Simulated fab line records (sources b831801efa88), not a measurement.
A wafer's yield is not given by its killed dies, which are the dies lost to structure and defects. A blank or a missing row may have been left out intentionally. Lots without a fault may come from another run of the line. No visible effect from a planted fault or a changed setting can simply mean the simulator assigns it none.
A single fault, viewed from 2 desks | flow sky130 | what lay behind the numbers comes last; until then each desk has only its own

== FROM THE METROLOGY DESK ==
Means of the sampled wafers that have a number, per lot and without regard to the tool the lot ran on: this is what the gauges read. The brackets show how far a lot's mean lies from the usual mean; more than 4 standard deviations puts the lot out of limits, marked OUT.
Columns: A = PASSIVATION_CVD_02_THK at SKY_PASSIVATION_THK_MEAS_03, usual 538 nm; B = PAD_OPEN_BOW at SKY_PAD_OPEN_BOW_MEAS_13, usual 47 um
lot  | first seen here | A   | B
L385 | day 44 12:59    | 527 | 42
L386 | day 44 14:39    | 526 | 39
L387 | day 44 21:18    | 535 | 57
L389 | day 45 09:52    | 540 | 48
L392 | day 45 23:46    | 541 | 51
L395 | day 46 21:56    | 537 | 34
L396 | day 47 07:56    | 537 | 48
L397 | day 47 15:35    | 545 | 34
L398 | day 47 21:04    | 537 | 51
L399 | day 48 03:05    | 531 | 52
L400 | day 48 06:42    | 532 | 47
L407 | day 49 12:23    | 541 | 42
This desk found nothing out of limits on any of the 12 lots.

== THE TOOL OWNER'S DESK: rie-diel-02 ==
The tool's own readings at SKY_METAL3_ETCH_17 (etches SiO2 in C4F8/O2/Ar, stops on TiN, time 3.9 s, target depth 15 nm): means of the sampled wafers that have a number, for each lot that ran on this tool. The brackets show how far a lot's mean lies from the usual mean; more than 4 standard deviations puts the lot out of limits, marked OUT.
Columns: A = chamber-pressure-mTorr at SKY_METAL3_ETCH_17, usual 40.00 mTorr; B = oes-product-au at SKY_METAL3_ETCH_17, usual 0.754 a.u.
lot  | first seen here | A     | B
L387 | day 39 15:02    | 40.03 | 0.753
L389 | day 40 06:08    | 39.98 | 0.763
L396 | day 42 12:19    | 39.97 | 0.757
L397 | day 42 20:47    | 40.02 | 0.759
L398 | day 43 02:28    | 39.97 | 0.755
L400 | day 43 14:07    | 39.97 | 0.749
This desk found nothing out of limits on any of the 6 lots.

== PUT TOGETHER ==
The metrology desk saw nothing out of limits.
Nothing out of limits was seen by the tool owner's desk.

== WHAT THE SIMULATOR HAD PUT IN ==
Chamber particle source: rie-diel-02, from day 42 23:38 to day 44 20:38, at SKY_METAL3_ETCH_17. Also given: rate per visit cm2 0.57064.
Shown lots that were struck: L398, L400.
